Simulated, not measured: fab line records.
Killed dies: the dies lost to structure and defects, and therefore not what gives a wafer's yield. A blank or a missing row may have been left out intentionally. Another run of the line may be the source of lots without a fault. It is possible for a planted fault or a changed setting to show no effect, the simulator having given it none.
Matching of chambers :: flow gf180mcu :: GF_V5_CMP_04 on cmp-01 has 4 sister chambers
The step polishes SiO2. 4 wafers are shown with their chamber, then 9 later ones without.

EACH WAFER AND ITS CHAMBER
wafer: L676.1
chamber: 0
motorCurrentA (A): 10.5

wafer: L676.5
chamber: 1
motorCurrentA (A): 10.9

wafer: L679.2
chamber: 3
motorCurrentA (A): 14.2

wafer: L679.5
chamber: 2
motorCurrentA (A): 13.6

WAFERS WITH NO CHAMBER GIVEN
wafer: L682.1
motorCurrentA (A): 13.9

wafer: L682.2
motorCurrentA (A): 11.2

wafer: L682.5
motorCurrentA (A): 11.0

wafer: L685.2
motorCurrentA (A): 10.4

wafer: L685.5
motorCurrentA (A): 10.9

wafer: L685.6
motorCurrentA (A): 10.3

wafer: L687.1
motorCurrentA (A): 10.0

wafer: L687.2
motorCurrentA (A): 14.7

wafer: L687.6
motorCurrentA (A): 14.5

EACH ONE'S CHAMBER
wafer: L682.1
from the rows above: can't be placed: 3 or 2
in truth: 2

wafer: L682.2
from the rows above: can't be placed: 1 or 0
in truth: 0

wafer: L682.5
from the rows above: can't be placed: 1 or 0
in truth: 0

wafer: L685.2
from the rows above: can't be placed: 0 or 1
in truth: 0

wafer: L685.5
from the rows above: can't be placed: 1 or 0
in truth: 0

wafer: L685.6
from the rows above: can't be placed: 0 or 1
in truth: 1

wafer: L687.1
from the rows above: can't be placed: 0 or 1
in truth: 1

wafer: L687.2
from the rows above: can't be placed: 3 or 2
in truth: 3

wafer: L687.6
from the rows above: can't be placed: 3 or 2
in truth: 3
0 of 9 placed correctly. Can't be placed from these rows: 9 (the true chamber is among the candidates in 9). Wrongly placed: 0.
How it was worked out, from the rows above alone: a wafer's distance from a chamber is the root of the sum, over the readings, of the square of ((its reading less the chamber's mean) divided by the reading's scatter). If the next closest chamber is less than 2 further off than the closest, the wafer can't be placed; otherwise it belongs to the closest. The mean given for a chamber averages the wafers shown for that chamber. The scatter: with one shown wafer a chamber, the root of the mean of the squares of how far each hidden wafer lies from its nearest shown one.
